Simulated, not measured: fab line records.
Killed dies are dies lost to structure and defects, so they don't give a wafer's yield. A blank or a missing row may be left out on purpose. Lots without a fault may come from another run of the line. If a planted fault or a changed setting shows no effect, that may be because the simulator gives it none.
fab line records	flow sky130
record lots=7	wafers=21	lastDay=50
route steps=708 shown METAL1@440
lots that met no fault: from a run of the same line without faults
startH: the number of hours between the record's first day and the start of the first shown wafer of the lot	waitH: time in hours since the lot's previous step	" same as the row above	L1.1+2: several wafers, shown together as one row	- value missing, or start not given	* or withheld: withheld	< > ~ a bound
route shown NAME@n: NAME is a module with steps in the file, n the number in the route of the first one	usual: mean and standard deviation over wafers with no fault	same: alike in all rows	chamber/n: place in a boat	sites: readings site by site	_std_site: standard deviation of those values	_edge_site: the outer-site mean with the inner-site mean subtracted	radiusMm: how far each site lies from the wafer's centre	mask NAME#n: copy n	behind: the tool/chamber that last shaped the wafer	hold: why the lot was held/for how many hours/how that ended	device: which transistor (n, p or np) failed to switch	end of line: the route-end tests of the same wafers	a step given without rows: its recipe and nothing more	killed: at the first sort, the dies lost to defects and structure; wafer yield is something else	map: a wafer's dies, marking killed ones x, the rest . and places with no die _
set.NAME: the setting that was run; set.NAME@STEP: the one run at that earlier step	model.NAME: the simulator's own value behind a step, which no gauge read
certain route steps with their lots: each step a table, each wafer a row
services: when a tool's chamber went out of use (startH, in hours from the record's first day, below 0 if earlier), for how many hours, and the reason
## steps
# step SKY_METAL1_THK_MEAS_06
# recipe thkMeasGauge=xrf	reads=AlCu_of_METAL1_SPUTTER_02
# usual METAL1_ALCU_THK=256.6/2.7
lot.wafer	tool	chamber	startH	waitH	METAL1_ALCU_THK[nm]
L727.2	filmMetro-04	-	822.45	0.1	253.6
L727.3	"	-	"	"	257.2
L727.5	"	-	"	"	255.3
L730.1	filmMetro-04	-	844.25	0.1	260.2
L730.4	"	-	"	"	257.8
L730.5	"	-	"	"	260.0
L731.1	filmMetro-01	-	854.16	0.1	251.9
L731.2	"	-	"	"	254.0
L731.3	"	-	"	"	255.2
L732.2	filmMetro-01	-	860.62	0.1	253.7
L732.4	"	-	"	"	256.6
L732.6	"	-	"	"	254.6
L734.1	filmMetro-01	-	883.70	0.1	257.6
L734.4	"	-	"	"	258.0
L734.5	"	-	"	"	258.8
L735.2	filmMetro-04	-	885.30	0.1	259.6
L735.5	"	-	"	"	259.4
L735.6	"	-	"	"	257.5
L738.2	filmMetro-04	-	902.11	0.1	256.5
L738.4	"	-	"	"	258.7
L738.6	"	-	"	"	252.9
# step SKY_METAL1_DEHYDRATE_07
# recipe tempC=200	timeS=60
# step SKY_METAL1_HMDS_08
# recipe primeTimeS=60	primeTempC=120
# step SKY_METAL1_COAT_09
# recipe resist=BARC	tempC=withheld	timeS=withheld	spinRpm=3000	resistThkNm=60
# step SKY_METAL1_COAT_10
# recipe resist=KrF-thick	spinRpm=3000	resistThkNm=450
# step SKY_METAL1_SOFTBAKE_11
# recipe tempC=100	timeS=90	resist=KrF-thick
# step SKY_METAL1_EXPOSE_12
# recipe maskId=MM1	na=0.8	sourceShape=annular	sigmaInner=0.55	sigmaOuter=0.85	targetCdNm=140	doseMj=28
# step SKY_METAL1_PEB_13
# recipe pebTempC=withheld	pebTimeS=withheld	resist=KrF-thick
# step SKY_METAL1_DEVELOP_14
# recipe developTimeS=60	resist=KrF-thick	devTempC=21
# step SKY_METAL1_CD_MEAS_15
# recipe targetCdNm=140
# usual cdNm=140.6/1.5
lot.wafer	tool	chamber	startH	waitH	cdNm
L727.2	cdSem-02	-	848.98	-	142.1
L727.3	"	-	"	"	142.9
L727.5	"	-	"	"	143.5
L730.1	cdSem-01	-	870.80	-	139.5
L730.4	"	-	"	"	138.7
L730.5	"	-	"	"	139.0
L731.1	cdSem-02	-	880.61	-	140.9
L731.2	"	-	"	"	140.0
L731.3	"	-	"	"	141.4
L732.2	cdSem-02	-	887.12	-	140.8
L732.4	"	-	"	"	140.4
L732.6	"	-	"	"	142.3
L734.1	cdSem-01	-	908.81	-	136.8
L734.4	"	-	"	"	138.3
L734.5	"	-	"	"	137.6
L735.2	cdSem-02	-	910.08	-	142.6
L735.5	"	-	"	"	143.1
L735.6	"	-	"	"	142.3
L738.2	cdSem-01	-	926.77	-	139.0
L738.4	"	-	"	"	140.2
L738.6	"	-	"	"	140.2
# step SKY_METAL1_OVL_MEAS_16
# usual METAL1_OVL=0/5.3
lot.wafer	tool	chamber	startH	waitH	METAL1_OVL[nm]
L727.2	overlay-02	-	849.09	0.1	3
L727.3	"	-	"	"	-9
L727.5	"	-	"	"	-14
L730.1	overlay-02	-	870.92	0.1	-9
L730.4	"	-	"	"	-3
L730.5	"	-	"	"	-5
L731.1	overlay-01	-	880.73	0.1	16
L731.2	"	-	"	"	7
L731.3	"	-	"	"	11
L732.2	overlay-01	-	887.23	0.1	-2
L732.4	"	-	"	"	-4
L732.6	"	-	"	"	-3
L734.1	overlay-02	-	908.93	0.1	-1
L734.4	"	-	"	"	9
L734.5	"	-	"	"	-6
L735.2	overlay-01	-	910.19	0.1	-5
L735.5	"	-	"	"	-5
L735.6	"	-	"	"	-5
L738.2	overlay-01	-	926.88	0.1	1
L738.4	"	-	"	"	-8
L738.6	"	-	"	"	-4
# step SKY_METAL1_DESCUM_17
# recipe chemistry=O2	sourcePowerW=150	biasPowerW=0	pressureMtorr=10	tempC=40	timeS=8
# usual drypumpMotorCurrentA=5.7/0.53	oesProductAu=1.005/0.0074
# same timeS=8
lot.wafer	tool	chamber	startH	waitH	drypumpMotorCurrentA	oesProductAu	rfHoursCounterH
L727.2	rieMetal-01	1	849.12	0.0	6.0	1.000	16
L727.3	"	1	"	"	6.0	1.007	-
L727.5	"	1	"	"	6.0	1.001	-
L730.1	rieMetal-01	0	870.96	0.0	5.1	1.012	6
L730.4	"	0	"	"	5.1	1.016	-
L730.5	"	1	"	"	6.0	0.992	-
L731.1	rieMetal-02	0	880.76	0.0	6.5	1.004	18
L731.2	"	0	"	"	6.5	1.005	-
L731.3	"	0	"	"	6.5	1.002	-
L732.2	rieMetal-04	1	887.26	0.0	5.1	0.998	15
L732.4	"	0	"	"	5.9	1.008	-
L732.6	"	1	"	"	5.1	0.995	-
L734.1	rieMetal-01	0	908.97	0.0	5.1	1.002	8
L734.4	"	1	"	"	6.0	0.990	-
L734.5	"	1	"	"	6.0	0.996	-
L735.2	rieMetal-02	1	910.22	0.0	6.1	1.006	0
L735.5	"	0	"	"	6.5	1.005	-
L735.6	"	1	"	"	6.0	1.011	-
L738.2	rieMetal-04	1	926.91	0.0	5.1	0.992	17
L738.4	"	0	"	"	5.9	1.017	-
L738.6	"	1	"	"	5.1	0.999	-
# step SKY_METAL1_ETCH_18
# recipe chemistry=N2/H2	target=BARC	ionEnergyEv=200	biasW=100	pressureMtorr=30	n2FlowSccm=100	h2FlowSccm=200	icpW=500	stopOn=SiO2	timeS=45.9	targetDepthA=600
# usual biasW=100.0/0.3	chamberPressureMTorr=30.000/0.026	drypumpMotorCurrentA=5.7/0.53	oesProductAu=0.855/0.0048	throttleValvePct=13.225/0.0085	timeS=45.9/0
lot.wafer	tool	chamber	startH	waitH	biasW	chamberPressureMTorr	drypumpMotorCurrentA	oesProductAu	rfHoursCounterH	throttleValvePct	timeS	model.KrF-thick_of_METAL1_COAT_10.thkNm
L727.2	rieMetal-01	1	849.15	0.0	100.1	29.979	6.0	0.863	16	13.226	45.9	390.8
L727.3	"	1	"	"	100.5	30.014	6.0	0.851	-	13.229	45.9	390.9
L727.5	"	1	"	"	100.4	29.996	6.0	0.850	-	13.235	45.9	390.1
L730.1	rieMetal-01	0	870.99	0.0	-	-	-	-	-	-	-	436.4
L730.4	"	0	"	"	-	-	-	-	-	-	-	435.1
L730.5	"	1	"	"	-	-	-	-	-	-	-	435.8
L731.1	rieMetal-02	0	880.83	0.1	-	-	-	-	-	-	-	435.5
L731.2	"	0	"	"	-	-	-	-	-	-	-	434.1
L731.3	"	0	"	"	-	-	-	-	-	-	-	434.3
L732.2	rieMetal-04	1	887.29	0.0	-	-	-	-	-	-	-	437.1
L732.4	"	0	"	"	-	-	-	-	-	-	-	436.8
L732.6	"	1	"	"	-	-	-	-	-	-	-	435.9
L734.1	rieMetal-01	0	909.00	0.0	100.0	29.997	5.1	0.864	8	13.230	45.9	390.5
L734.4	"	1	"	"	100.4	30.033	6.0	0.856	-	13.234	45.9	390.6
L734.5	"	1	"	"	100.5	30.032	6.0	0.857	-	13.210	45.9	391.2
L735.2	rieMetal-02	1	910.25	0.0	99.5	29.987	6.0	0.857	0	13.220	45.9	391.1
L735.5	"	0	"	"	99.8	30.015	6.6	0.851	-	13.208	45.9	391.7
L735.6	"	1	"	"	99.7	30.015	6.0	0.852	-	13.233	45.9	392
L738.2	rieMetal-04	1	926.94	0.0	100.5	29.988	5.1	0.856	17	13.240	45.9	391.9
L738.4	"	0	"	"	100.0	30.026	5.9	0.862	-	13.205	45.9	391.4
L738.6	"	1	"	"	100.3	30.033	5.1	0.855	-	13.223	45.9	394.8
# step SKY_METAL1_METAL_ETCH_19
# recipe targetDepthA=3600	stopOn=SiO2	overEtchFrac=0.3	timeS=78	chemistry=Cl2/BCl3	resistSidewallDeg=88	pressureMtorr=10	icpW=900	biasW=48.5	Cl2_flow_sccm=60	bcl3FlowSccm=30
# usual bcl3FlowSccm=29.99/0.079	biasW=48.49/0.14	drypumpMotorCurrentA=5.7/0.52	oesProductAu=0.855/0.0053	throttleValvePct=22.264/0.0093
# same timeS=78
lot.wafer	tool	chamber	startH	waitH	bcl3FlowSccm	biasW	drypumpMotorCurrentA	oesProductAu	rfHoursCounterH	throttleValvePct	model.KrF-thick_of_METAL1_COAT_10.thkNm
L727.2	rieMetal-01	1	849.21	0.0	30.01	48.51	6.0	0.845	16	22.249	155.6
L727.3	"	1	"	"	29.97	48.68	6.0	0.858	-	22.254	157.2
L727.5	"	1	"	"	29.95	48.66	6.0	0.847	-	22.277	154.3
L730.1	rieMetal-01	0	871.06	0.0	29.91	48.49	5.1	0.373	6	22.273	198.6
L730.4	"	0	"	"	29.96	48.61	5.1	0.378	-	22.277	197.7
L730.5	"	1	"	"	29.94	48.46	6.0	0.380	-	22.256	202.2
L731.1	rieMetal-02	0	880.95	0.1	29.90	48.36	6.6	0.371	18	22.261	201.2
L731.2	"	0	"	"	29.88	48.49	6.5	0.380	-	22.265	199.4
L731.3	"	0	"	"	29.79	48.44	6.5	0.383	-	22.269	200
L732.2	rieMetal-04	1	887.36	0.0	29.98	48.51	5.1	0.374	15	22.261	201.7
L732.4	"	0	"	"	29.95	48.43	5.9	0.373	-	22.264	196.9
L732.6	"	1	"	"	30.08	48.34	5.1	0.369	-	22.266	200.6
L734.1	rieMetal-01	0	909.06	0.0	29.92	48.72	5.1	0.860	8	22.264	155.3
L734.4	"	1	"	"	29.94	48.57	6.0	0.849	-	22.275	157.2
L734.5	"	1	"	"	29.98	48.61	6.0	0.858	-	22.273	156
L735.2	rieMetal-02	1	910.31	0.0	29.93	48.39	6.0	0.858	0	22.274	154.6
L735.5	"	0	"	"	29.99	48.76	6.5	0.862	-	22.249	157.4
L735.6	"	1	"	"	30.08	48.41	6.1	0.851	-	22.262	156.5
L738.2	rieMetal-04	1	927.01	0.0	30.00	48.61	5.1	0.848	17	22.254	157.4
L738.4	"	0	"	"	30.01	48.61	5.9	0.855	-	22.259	151.1
L738.6	"	1	"	"	29.95	48.82	5.1	0.846	-	22.259	161.5
# step SKY_METAL1_STRIP_20
# recipe chemistry=O2/N2	powerW=1400	pressureMtorr=1500	platenTempC=withheld	o2FlowSccm=3000	n2FlowSccm=300	overashFraction=0.5
# usual drypumpMotorCurrentA=5.5/0.4	o2FlowSccm=3002/9.4	oesProductAu=0.342/0.0051	stripTimeToEndpointS=2.67/0.037
lot.wafer	tool	chamber	startH	waitH	drypumpMotorCurrentA	o2FlowSccm	oesProductAu	rfHoursCounterH	stripTimeToEndpointS
L727.2	plasmaAsher-02	1	849.30	0.1	5.7	3000	0.344	42	2.65
L727.3	"	0	"	"	5.4	2997	0.347	-	2.67
L727.5	"	0	"	"	5.5	3013	0.341	-	2.66
L730.1	plasmaAsher-02	0	871.15	0.1	5.5	2994	0.355	44	3.13
L730.4	"	0	"	"	5.5	3001	0.370	-	3.12
L730.5	"	0	"	"	5.4	3001	0.362	-	3.17
L731.1	plasmaAsher-02	0	881.13	0.1	5.5	3012	0.351	45	3.17
L731.2	"	1	"	"	5.7	3001	0.359	45	3.13
L731.3	"	1	"	"	5.8	2994	0.359	-	3.15
L732.2	plasmaAsher-03	0	887.45	0.1	6.1	3001	0.368	105	3.16
L732.4	"	0	"	"	6.0	3010	0.367	-	3.11
L732.6	"	0	"	"	6.0	3017	0.362	-	3.18
L734.1	plasmaAsher-03	1	909.15	0.1	5.5	3003	0.344	107	2.65
L734.4	"	1	"	"	5.5	2993	0.339	-	2.67
L734.5	"	0	"	"	6.0	2994	0.342	-	2.65
L735.2	plasmaAsher-04	1	910.40	0.1	4.7	2994	0.340	79	2.65
L735.5	"	0	"	"	5.2	2978	0.337	-	2.68
L735.6	"	1	"	"	4.7	2997	0.347	-	2.67
L738.2	plasmaAsher-04	0	927.10	0.1	5.2	3002	0.339	81	2.68
L738.4	"	1	"	"	4.7	2997	0.341	-	2.61
L738.6	"	1	"	"	4.7	2993	0.343	-	2.73
# step SKY_METAL1_STRIP_21
# recipe chemistry=postEtchResidueRemover	timeS=1200	tempC=72.5
## services
tool	chamber	startH	hours	kind
rieMetal-01	1	849.33	-	clean
rieMetal-01	1	849.33	18.1	scheduledDown
rieMetal-01	1	849.33	18.1	ventCycle
rieMetal-02	-	861.96	14.6	pm
rieMetal-02	1	876.56	-	clean
rieMetal-02	1	876.56	22.4	scheduledDown
rieMetal-02	1	876.56	22.4	ventCycle
plasmaAsher-03	-	881.01	1.7	repair
rieMetal-02	-	884.19	5.3	repair
plasmaAsher-04	-	897.69	3.1	repair
rieMetal-02	-	898.65	2.8	pm
rieMetal-01	0	912.01	19.8	repair
## key
firstSign step=SKY_METAL1_ETCH_18	reading=toolRecord	direction=missing
effect step=SKY_METAL1_METAL_ETCH_19	reading=oesProductAu	direction=down	sigmas=91	usual=0.855	struck=0.376
effect step=SKY_METAL1_STRIP_20	reading=stripTimeToEndpointS	direction=up	sigmas=13	usual=*	struck=*
modelEffect step=SKY_METAL1_ETCH_18	value=KrF-thick_of_METAL1_COAT_10.thkNm	without=392.1	struck=435.7
modelEffect step=SKY_METAL1_METAL_ETCH_19	value=KrF-thick_of_METAL1_COAT_10.thkNm	without=156.3	struck=199.8
metAt SKY_METAL1_ETCH_18
struckWafers L730.1,L730.4,L730.5,L731.1,L731.2,L731.3,L732.2,L732.4,L732.6
laterRowsLeftOut L730.1,L730.4,L730.5,L731.1,L731.2,L731.3,L732.2,L732.4,L732.6
sortLeftOut L730.1,L730.4,L730.5,L731.1,L731.2,L731.3,L732.2,L732.4,L732.6
onsetBetween 849.15 870.99
fault kind=skippedStepWhole	tool=rieMetal-01,rieMetal-02,rieMetal-04	chamber=-	onsetH=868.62	steps=SKY_METAL1_ETCH_18	scope=struckLotsOnly
# sortLeftOut: the simulated sort isn't trusted on such a fault, so these wafers' sort isn't shown, and their yield isn't known
# laterRowsLeftOut: the simulator's readings of these wafers behind a module that went badly wrong aren't trusted and aren't shown, but for the sort
